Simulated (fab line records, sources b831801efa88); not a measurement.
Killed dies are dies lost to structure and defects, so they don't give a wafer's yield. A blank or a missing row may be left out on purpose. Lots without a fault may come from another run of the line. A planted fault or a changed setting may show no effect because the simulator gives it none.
A sampling plan put to the test | flow sky130 | one fab line, 54 faults that these records tell of, each judged on the records of the lots that it struck
The plan is the line's own looks: the steps of the route at which a gauge or an inspection reads the wafer and doesn't change it. A look can be judged if struck wafers have a number there and the file gives its usual mean and standard deviation on fault-free wafers. Caught: at a look after the fault's first step, the mean of the struck wafers lies 4 or more of those standard deviations (sigma) from the usual mean. On the tool: the same test on the tool's own readings at the fault's steps. Another recipe on the struck wafers, or a record that is blank for them alone, also counts as caught.

THE FAULTS, as the simulator had put them in
1. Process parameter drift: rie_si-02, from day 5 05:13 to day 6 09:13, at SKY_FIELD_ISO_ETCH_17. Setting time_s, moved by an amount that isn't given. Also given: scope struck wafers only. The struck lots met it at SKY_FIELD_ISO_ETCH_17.
2. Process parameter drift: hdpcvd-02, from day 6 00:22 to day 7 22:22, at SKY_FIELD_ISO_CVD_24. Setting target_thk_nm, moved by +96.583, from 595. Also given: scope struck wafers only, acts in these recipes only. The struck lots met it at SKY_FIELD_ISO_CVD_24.
3. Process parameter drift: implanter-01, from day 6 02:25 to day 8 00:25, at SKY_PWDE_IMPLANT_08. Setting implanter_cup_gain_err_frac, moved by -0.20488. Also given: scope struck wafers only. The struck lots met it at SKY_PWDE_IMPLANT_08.
4. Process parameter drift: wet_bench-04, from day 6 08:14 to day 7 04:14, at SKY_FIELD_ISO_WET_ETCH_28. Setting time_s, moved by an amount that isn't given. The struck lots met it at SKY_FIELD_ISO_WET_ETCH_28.
5. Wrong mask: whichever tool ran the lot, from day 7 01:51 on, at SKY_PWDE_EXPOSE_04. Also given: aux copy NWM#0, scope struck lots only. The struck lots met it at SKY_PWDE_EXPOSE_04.
6. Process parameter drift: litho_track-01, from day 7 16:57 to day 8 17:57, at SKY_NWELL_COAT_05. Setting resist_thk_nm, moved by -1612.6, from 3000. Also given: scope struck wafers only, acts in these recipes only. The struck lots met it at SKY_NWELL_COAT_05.
7. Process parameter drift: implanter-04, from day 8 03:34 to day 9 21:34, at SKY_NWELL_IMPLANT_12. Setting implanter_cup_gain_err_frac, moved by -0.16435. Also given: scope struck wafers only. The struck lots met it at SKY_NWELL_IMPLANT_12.
8. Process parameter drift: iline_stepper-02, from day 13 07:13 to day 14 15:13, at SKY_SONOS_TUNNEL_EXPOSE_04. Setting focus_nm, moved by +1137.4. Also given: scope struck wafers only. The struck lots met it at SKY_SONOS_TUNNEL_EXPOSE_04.
9. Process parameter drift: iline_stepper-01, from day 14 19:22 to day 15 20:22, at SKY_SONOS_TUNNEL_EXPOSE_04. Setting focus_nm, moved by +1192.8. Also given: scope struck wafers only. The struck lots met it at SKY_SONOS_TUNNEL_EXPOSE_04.
10. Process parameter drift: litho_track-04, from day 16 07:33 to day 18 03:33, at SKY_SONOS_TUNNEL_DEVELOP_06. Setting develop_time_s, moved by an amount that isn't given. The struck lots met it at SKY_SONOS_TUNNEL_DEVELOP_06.
11. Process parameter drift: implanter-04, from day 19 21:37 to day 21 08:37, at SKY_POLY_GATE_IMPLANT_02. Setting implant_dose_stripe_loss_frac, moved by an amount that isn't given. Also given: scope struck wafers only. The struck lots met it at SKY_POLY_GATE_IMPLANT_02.
12. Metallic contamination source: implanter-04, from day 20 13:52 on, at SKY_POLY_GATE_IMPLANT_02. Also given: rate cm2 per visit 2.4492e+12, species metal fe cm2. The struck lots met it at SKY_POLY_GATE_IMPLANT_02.
13. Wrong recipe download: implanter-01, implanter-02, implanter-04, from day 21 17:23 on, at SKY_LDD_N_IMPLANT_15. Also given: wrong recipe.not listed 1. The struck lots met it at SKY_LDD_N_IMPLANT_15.
14. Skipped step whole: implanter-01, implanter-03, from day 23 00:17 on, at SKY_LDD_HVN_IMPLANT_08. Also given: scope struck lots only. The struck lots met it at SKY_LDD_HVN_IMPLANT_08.
15. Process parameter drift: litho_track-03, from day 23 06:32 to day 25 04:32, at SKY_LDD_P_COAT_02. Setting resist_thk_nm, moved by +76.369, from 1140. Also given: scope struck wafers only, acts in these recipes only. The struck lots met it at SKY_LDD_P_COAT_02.
16. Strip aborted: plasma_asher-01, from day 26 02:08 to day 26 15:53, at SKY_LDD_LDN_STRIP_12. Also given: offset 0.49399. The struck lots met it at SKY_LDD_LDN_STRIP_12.
17. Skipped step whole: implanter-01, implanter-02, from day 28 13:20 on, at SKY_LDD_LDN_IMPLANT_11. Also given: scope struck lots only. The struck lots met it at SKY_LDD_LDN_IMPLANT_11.
18. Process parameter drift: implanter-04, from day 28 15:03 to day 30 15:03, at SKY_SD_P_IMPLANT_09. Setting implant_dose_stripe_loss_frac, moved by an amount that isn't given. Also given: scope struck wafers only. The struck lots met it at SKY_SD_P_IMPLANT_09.
19. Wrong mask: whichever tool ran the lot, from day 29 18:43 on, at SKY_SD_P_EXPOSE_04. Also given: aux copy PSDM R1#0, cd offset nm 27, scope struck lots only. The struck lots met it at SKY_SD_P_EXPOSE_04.
20. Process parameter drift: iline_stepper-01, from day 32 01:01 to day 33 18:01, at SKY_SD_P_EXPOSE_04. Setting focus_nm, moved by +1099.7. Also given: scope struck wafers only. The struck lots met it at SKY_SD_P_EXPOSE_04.
21. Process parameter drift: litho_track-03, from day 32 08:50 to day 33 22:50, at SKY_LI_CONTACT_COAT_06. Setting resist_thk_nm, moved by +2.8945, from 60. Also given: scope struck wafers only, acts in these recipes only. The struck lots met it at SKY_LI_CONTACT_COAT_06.
22. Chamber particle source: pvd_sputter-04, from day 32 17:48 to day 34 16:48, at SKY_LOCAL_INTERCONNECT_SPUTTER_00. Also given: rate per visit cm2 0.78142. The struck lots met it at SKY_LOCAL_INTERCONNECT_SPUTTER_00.
23. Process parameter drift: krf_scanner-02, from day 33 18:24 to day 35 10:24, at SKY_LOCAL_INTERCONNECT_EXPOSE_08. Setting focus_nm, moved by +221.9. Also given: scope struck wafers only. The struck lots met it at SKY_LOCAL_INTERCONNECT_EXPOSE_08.
24. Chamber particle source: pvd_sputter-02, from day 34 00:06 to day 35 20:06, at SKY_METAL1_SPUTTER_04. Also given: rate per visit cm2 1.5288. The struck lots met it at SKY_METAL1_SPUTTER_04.
25. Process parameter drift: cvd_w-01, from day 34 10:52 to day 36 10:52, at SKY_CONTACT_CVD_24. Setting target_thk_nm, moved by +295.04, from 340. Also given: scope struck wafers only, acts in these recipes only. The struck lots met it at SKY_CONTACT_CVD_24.
26. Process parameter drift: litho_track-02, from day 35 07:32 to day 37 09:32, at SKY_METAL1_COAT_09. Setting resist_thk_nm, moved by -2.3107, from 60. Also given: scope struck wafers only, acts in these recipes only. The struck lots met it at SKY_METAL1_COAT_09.
27. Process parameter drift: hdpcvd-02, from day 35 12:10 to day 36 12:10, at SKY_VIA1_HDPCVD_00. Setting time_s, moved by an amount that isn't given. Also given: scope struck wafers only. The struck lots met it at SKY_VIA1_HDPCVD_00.
28. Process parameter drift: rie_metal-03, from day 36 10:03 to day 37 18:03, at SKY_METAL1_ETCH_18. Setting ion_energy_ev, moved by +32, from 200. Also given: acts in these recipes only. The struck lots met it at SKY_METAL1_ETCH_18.
29. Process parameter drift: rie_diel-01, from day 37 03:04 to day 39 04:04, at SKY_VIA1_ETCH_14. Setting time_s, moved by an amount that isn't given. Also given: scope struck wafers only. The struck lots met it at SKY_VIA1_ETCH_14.
30. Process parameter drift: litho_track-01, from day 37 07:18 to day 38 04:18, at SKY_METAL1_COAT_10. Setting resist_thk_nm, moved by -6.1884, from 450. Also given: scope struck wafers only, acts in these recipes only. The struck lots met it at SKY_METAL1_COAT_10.
31. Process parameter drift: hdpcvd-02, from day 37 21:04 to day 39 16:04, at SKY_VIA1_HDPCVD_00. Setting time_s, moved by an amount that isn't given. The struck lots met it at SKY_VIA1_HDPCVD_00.
32. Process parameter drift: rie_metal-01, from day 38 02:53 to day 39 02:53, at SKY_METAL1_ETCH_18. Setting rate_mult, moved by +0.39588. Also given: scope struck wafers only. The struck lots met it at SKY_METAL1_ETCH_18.
33. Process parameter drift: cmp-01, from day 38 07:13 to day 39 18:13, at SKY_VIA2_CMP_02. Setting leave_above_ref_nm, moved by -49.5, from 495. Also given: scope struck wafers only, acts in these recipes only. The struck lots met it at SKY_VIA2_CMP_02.
34. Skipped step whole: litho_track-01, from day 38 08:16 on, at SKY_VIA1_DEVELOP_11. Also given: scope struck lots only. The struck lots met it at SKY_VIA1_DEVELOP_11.
35. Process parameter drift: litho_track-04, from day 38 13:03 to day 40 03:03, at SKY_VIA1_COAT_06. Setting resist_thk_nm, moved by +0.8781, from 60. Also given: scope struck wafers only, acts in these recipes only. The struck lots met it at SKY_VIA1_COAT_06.
36. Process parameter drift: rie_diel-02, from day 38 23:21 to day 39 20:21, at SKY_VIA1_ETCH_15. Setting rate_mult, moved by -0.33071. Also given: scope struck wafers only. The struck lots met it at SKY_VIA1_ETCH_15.
37. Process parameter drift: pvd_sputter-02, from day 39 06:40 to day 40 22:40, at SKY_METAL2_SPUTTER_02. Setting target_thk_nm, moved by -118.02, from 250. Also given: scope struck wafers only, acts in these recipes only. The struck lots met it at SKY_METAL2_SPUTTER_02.
38. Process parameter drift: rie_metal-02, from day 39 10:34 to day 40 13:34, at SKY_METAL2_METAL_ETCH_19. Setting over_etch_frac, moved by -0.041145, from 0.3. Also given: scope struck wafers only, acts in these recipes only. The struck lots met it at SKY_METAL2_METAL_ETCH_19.
39. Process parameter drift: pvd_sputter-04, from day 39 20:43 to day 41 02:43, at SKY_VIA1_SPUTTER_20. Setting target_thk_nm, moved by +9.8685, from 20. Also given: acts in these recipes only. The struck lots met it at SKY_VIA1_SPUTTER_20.
40. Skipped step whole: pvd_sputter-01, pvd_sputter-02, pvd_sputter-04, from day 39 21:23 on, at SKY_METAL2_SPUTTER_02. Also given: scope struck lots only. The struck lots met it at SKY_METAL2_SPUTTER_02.
41. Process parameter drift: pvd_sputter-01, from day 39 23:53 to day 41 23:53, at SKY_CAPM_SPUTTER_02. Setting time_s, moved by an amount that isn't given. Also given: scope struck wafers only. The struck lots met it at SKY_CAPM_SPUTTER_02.
42. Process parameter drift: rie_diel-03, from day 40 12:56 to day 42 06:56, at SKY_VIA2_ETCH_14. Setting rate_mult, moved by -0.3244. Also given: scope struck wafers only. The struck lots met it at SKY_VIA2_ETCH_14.
43. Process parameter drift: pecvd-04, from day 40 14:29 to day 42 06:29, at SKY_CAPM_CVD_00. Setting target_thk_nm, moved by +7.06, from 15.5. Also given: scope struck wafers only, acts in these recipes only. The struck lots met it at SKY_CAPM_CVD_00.
44. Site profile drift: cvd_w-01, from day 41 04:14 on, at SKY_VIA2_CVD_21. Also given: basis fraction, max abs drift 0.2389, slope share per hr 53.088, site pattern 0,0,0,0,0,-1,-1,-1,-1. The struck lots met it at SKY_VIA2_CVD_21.
45. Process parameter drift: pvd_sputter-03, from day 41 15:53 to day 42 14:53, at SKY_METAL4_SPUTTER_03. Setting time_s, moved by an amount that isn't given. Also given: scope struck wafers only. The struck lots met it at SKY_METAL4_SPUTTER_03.
46. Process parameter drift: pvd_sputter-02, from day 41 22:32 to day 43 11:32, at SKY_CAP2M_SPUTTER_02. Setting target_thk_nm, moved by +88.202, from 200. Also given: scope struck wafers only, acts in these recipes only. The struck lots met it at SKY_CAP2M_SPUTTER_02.
47. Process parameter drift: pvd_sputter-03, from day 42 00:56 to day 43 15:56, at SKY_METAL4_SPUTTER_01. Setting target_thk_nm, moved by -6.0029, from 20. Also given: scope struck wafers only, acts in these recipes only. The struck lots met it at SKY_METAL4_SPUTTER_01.
48. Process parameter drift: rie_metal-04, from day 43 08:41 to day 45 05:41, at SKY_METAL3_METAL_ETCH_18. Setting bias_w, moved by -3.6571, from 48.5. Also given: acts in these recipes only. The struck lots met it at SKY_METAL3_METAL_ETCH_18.
49. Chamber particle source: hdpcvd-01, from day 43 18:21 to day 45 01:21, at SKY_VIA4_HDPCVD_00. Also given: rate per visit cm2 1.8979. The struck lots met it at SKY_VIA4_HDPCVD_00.
50. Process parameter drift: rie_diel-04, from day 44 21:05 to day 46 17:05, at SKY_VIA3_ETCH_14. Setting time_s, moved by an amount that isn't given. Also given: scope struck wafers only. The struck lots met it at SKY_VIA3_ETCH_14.
51. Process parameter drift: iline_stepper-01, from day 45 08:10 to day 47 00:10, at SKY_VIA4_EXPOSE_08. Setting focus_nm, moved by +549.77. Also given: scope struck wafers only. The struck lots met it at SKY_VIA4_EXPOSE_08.
52. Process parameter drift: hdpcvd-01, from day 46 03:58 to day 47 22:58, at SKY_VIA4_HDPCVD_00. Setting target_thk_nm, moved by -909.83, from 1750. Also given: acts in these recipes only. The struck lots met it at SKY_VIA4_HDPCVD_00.
53. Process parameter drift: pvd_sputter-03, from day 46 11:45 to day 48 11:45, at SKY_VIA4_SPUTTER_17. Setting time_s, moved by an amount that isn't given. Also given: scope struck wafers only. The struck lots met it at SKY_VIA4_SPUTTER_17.
54. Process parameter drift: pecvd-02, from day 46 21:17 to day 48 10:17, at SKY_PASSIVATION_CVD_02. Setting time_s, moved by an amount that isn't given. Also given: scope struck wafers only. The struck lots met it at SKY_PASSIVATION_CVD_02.

WHAT THE PLAN SAW
fault | on the tool itself                               | first look that catches it                      | reading, sigma                                    | median hours from its first step to that look | hours from the fault's start to the first struck lot there | judged looks passed uncaught
1     | run_length_s -75 sigma                           | none of the 2 looks that can be judged after it | -                                                 | -                                             | -                                                          | 2
2     | no reading that can be judged                    | SKY_FIELD_ISO_THK_MEAS_25                       | FIELD_ISO_CVD_24_THK +16                          | 0.1                                           | 3                                                          | 0
3     | beam_on_s +13 sigma                              | SKY_PWDE_TW_MEAS_10                             | PWDE_TW +5.6                                      | 0.2                                           | 9                                                          | 0
4     | run_length_s +10 sigma                           | none of the 4 looks that can be judged after it | -                                                 | -                                             | -                                                          | 4
5     | under 2 sigma                                    | SKY_PWDE_TW_MEAS_10                             | PWDE_TW -83                                       | 9.8                                           | 14                                                         | 0
6     | no reading that can be judged                    | none of the 2 looks that can be judged after it | -                                                 | -                                             | -                                                          | 2
7     | beam_on_s +10 sigma                              | none of the 3 looks that can be judged after it | strongest: NWELL_RS at SKY_NWELL_RS_MEAS_29, -3.1 | -                                             | -                                                          | 3
8     | under 2 sigma                                    | SKY_SONOS_TUNNEL_CD_MEAS_07                     | cd_nm +7.3                                        | 12.9                                          | 21                                                         | 0
9     | no reading that can be judged                    | SKY_SONOS_TUNNEL_CD_MEAS_07                     | cd_nm +8.8                                        | 14.0                                          | 20                                                         | 0
10    | no reading that can be judged                    | SKY_SONOS_TUNNEL_CD_MEAS_07                     | cd_nm -16                                         | 0.2                                           | 12                                                         | 0
11    | no reading that can be judged                    | not the one look that can be judged after it    | -                                                 | -                                             | -                                                          | 1
12    | under 2 sigma                                    | no look after it can be judged                  | -                                                 | -                                             | -                                                          | 0
13    | under 2 sigma                                    | no look after it can be judged                  | -                                                 | -                                             | -                                                          | 0
14    | the tool's record is blank for the struck wafers | SKY_LDD_HVN_TW_MEAS_10                          | LDD_HVN_TW -99 or beyond                          | 0.2                                           | 1                                                          | 0
15    | no reading that can be judged                    | SKY_LDD_P_CD_MEAS_07                            | cd_nm -4.4                                        | 14.6                                          | 40                                                         | 0
16    | oes_product_au +57 sigma                         | no look after it can be judged                  | -                                                 | -                                             | -                                                          | 0
17    | the tool's record is blank for the struck wafers | SKY_LDD_LDN_TW_MEAS_13                          | LDD_LDN_TW -13                                    | 0.2                                           | 1                                                          | 0
18    | no reading that can be judged                    | SKY_SD_P_TW_MEAS_11                             | SD_P_TW -8.3                                      | 0.2                                           | 10                                                         | 0
19    | no reading that can be judged                    | SKY_SD_P_CD_MEAS_07                             | cd_nm +10                                         | 13.4                                          | 30                                                         | 0
20    | no reading that can be judged                    | SKY_SD_P_CD_MEAS_07                             | cd_nm -10                                         | 12.7                                          | 20                                                         | 0
21    | no reading that can be judged                    | no look after it can be judged                  | -                                                 | -                                             | -                                                          | 0
22    | under 2 sigma                                    | no look after it can be judged                  | -                                                 | -                                             | -                                                          | 0
23    | no reading that can be judged                    | SKY_LOCAL_INTERCONNECT_CD_MEAS_11               | cd_nm -19                                         | 12.1                                          | 43                                                         | 0
24    | under 2 sigma                                    | not the one look that can be judged after it    | -                                                 | -                                             | -                                                          | 1
25    | under 2 sigma                                    | SKY_CONTACT_RS_MEAS_25                          | CONTACT_W_RS -50                                  | 0.1                                           | 13                                                         | 0
26    | no reading that can be judged                    | no look after it can be judged                  | -                                                 | -                                             | -                                                          | 0
27    | run_length_s -28 sigma                           | SKY_VIA1_THK_MEAS_01                            | VIA1_HDPCVD_THK -12                               | 0.1                                           | 6                                                          | 0
28    | under 2 sigma                                    | no look after it can be judged                  | -                                                 | -                                             | -                                                          | 0
29    | oes_product_au +35 sigma                         | no look after it can be judged                  | -                                                 | -                                             | -                                                          | 0
30    | under 2 sigma                                    | none of the 2 looks that can be judged after it | -                                                 | -                                             | -                                                          | 2
31    | run_length_s -59 sigma                           | SKY_VIA1_THK_MEAS_01                            | VIA1_HDPCVD_THK -22                               | 0.1                                           | 1                                                          | 0
32    | under 2 sigma                                    | no look after it can be judged                  | -                                                 | -                                             | -                                                          | 0
33    | under 2 sigma                                    | not the one look that can be judged after it    | -                                                 | -                                             | -                                                          | 1
34    | no reading that can be judged                    | no look after it can be judged                  | -                                                 | -                                             | -                                                          | 0
35    | no reading that can be judged                    | none of the 2 looks that can be judged after it | -                                                 | -                                             | -                                                          | 2
36    | oes_product_au -33 sigma                         | no look after it can be judged                  | -                                                 | -                                             | -                                                          | 0
37    | under 2 sigma                                    | SKY_METAL2_RS_MEAS_05                           | METAL2_ALCU_RS +99 or beyond                      | 0.1                                           | 3                                                          | 0
38    | only faintly: oes_product_au +3.8 sigma          | no look after it can be judged                  | -                                                 | -                                             | -                                                          | 0
39    | under 2 sigma                                    | no look after it can be judged                  | -                                                 | -                                             | -                                                          | 0
40    | the tool's record is blank for the struck wafers | SKY_METAL2_RS_MEAS_05                           | METAL2_ALCU_RS +99 or beyond                      | 0.1                                           | 0                                                          | 0
41    | under 2 sigma                                    | SKY_CAPM_RS_MEAS_03                             | CAPM_TIN_RS -14                                   | 0.1                                           | 28                                                         | 0
42    | oes_product_au -12 sigma                         | no look after it can be judged                  | -                                                 | -                                             | -                                                          | 0
43    | under 2 sigma                                    | SKY_CAPM_THK_MEAS_01                            | CAPM_CVD_00_THK +37                               | 0.1                                           | 14                                                         | 0
44    | under 2 sigma                                    | SKY_VIA2_RS_MEAS_22                             | VIA2_W_RS +13                                     | 0.2                                           | 0                                                          | 0
45    | under 2 sigma                                    | no look after it can be judged                  | -                                                 | -                                             | -                                                          | 0
46    | under 2 sigma                                    | SKY_CAP2M_RS_MEAS_03                            | CAP2M_TIN_RS -29                                  | 0.2                                           | 7                                                          | 0
47    | under 2 sigma                                    | no look after it can be judged                  | -                                                 | -                                             | -                                                          | 0
48    | bias_w -27 sigma                                 | no look after it can be judged                  | -                                                 | -                                             | -                                                          | 0
49    | under 2 sigma                                    | no look after it can be judged                  | -                                                 | -                                             | -                                                          | 0
50    | run_length_s +15 sigma                           | no look after it can be judged                  | -                                                 | -                                             | -                                                          | 0
51    | no reading that can be judged                    | not the one look that can be judged after it    | -                                                 | -                                             | -                                                          | 1
52    | no reading that can be judged                    | SKY_VIA4_THK_MEAS_01                            | VIA4_HDPCVD_THK -50                               | 0.2                                           | 1                                                          | 0
53    | under 2 sigma                                    | no look after it can be judged                  | -                                                 | -                                             | -                                                          | 0
54    | under 2 sigma                                    | SKY_PASSIVATION_THK_MEAS_03                     | PASSIVATION_CVD_02_THK +20                        | 0.2                                           | 25                                                         | 0
A dash: the fault isn't caught, or these records don't give the number.

Caught at a look: 24 of 54. Caught on the tool: 15 of 54. By one or the other: 33 of 54.
Caught on the tool alone: faults 1, 4, 7, 16, 29, 36, 42, 48, 50.
Caught at a look alone: faults 2, 5, 8, 9, 10, 15, 18, 19, 20, 23, 25, 37, 41, 43, 44, 46, 52, 54.
Caught by neither: faults 6, 11, 12, 13, 21, 22, 24, 26, 28, 30, 32, 33, 34, 35, 38, 39, 45, 47, 49, 51, 53.

THINNER SAMPLING
If the look that catches a fault measured only every second or every third lot, by lot number, the first struck lot would be measured this late in the worst case:
fault | struck lots at that look, in order of time | every lot | every second lot | every third lot
2     | L838, L841, L843                           | 3 h       | 14 h             | may miss all 3
3     | L215, L216, L217                           | 9 h       | 16 h             | 17 h
5     | L843                                       | 14 h      | may miss it      | may miss it
8     | L226, L225, L228                           | 21 h      | 21 h             | may miss all 3
9     | L828, L830, L829                           | 20 h      | 24 h             | 24 h
10    | L395, L397                                 | 12 h      | may miss all 2   | may miss all 2
14    | L191, L194, L193                           | 1 h       | 8 h              | may miss all 3
15    | L554, L553                                 | 40 h      | 41 h             | may miss all 2
17    | L885, L887, L888                           | 1 h       | 22 h             | may miss all 3
18    | L766, L768                                 | 10 h      | may miss all 2   | may miss all 2
19    | L488                                       | 30 h      | may miss it      | may miss it
20    | L799, L800                                 | 20 h      | 25 h             | may miss all 2
23    | L546, L551                                 | 43 h      | 45 h             | may miss all 2
25    | L638, L639, L641                           | 13 h      | 16 h             | may miss all 3
27    | L364                                       | 6 h       | may miss it      | may miss it
31    | L438, L442                                 | 1 h       | may miss all 2   | may miss all 2
37    | L519, L521                                 | 3 h       | may miss all 2   | may miss all 2
40    | L330, L331, L332                           | 0 h       | 8 h              | 19 h
41    | L411                                       | 28 h      | may miss it      | may miss it
43    | L645                                       | 14 h      | may miss it      | may miss it
44    | L388, L391, L393                           | 0 h       | 1 h              | may miss all 3
46    | L544                                       | 7 h       | may miss it      | may miss it
52    | L497, L499                                 | 1 h       | may miss all 2   | may miss all 2
54    | L440                                       | 25 h      | may miss it      | may miss it
Hours are from the fault's start to the first struck lot that is measured. The limit of 4 sigma was tested on all struck wafers together, so one lot alone may lie under it. Other struck lots may not be in these records.

THE LONGEST TIMED WAY FROM STEP TO LOOK
Fault 15: a median of 14.6 hours passes between SKY_LDD_P_COAT_02 and SKY_LDD_P_CD_MEAS_07. No look between them can be judged.
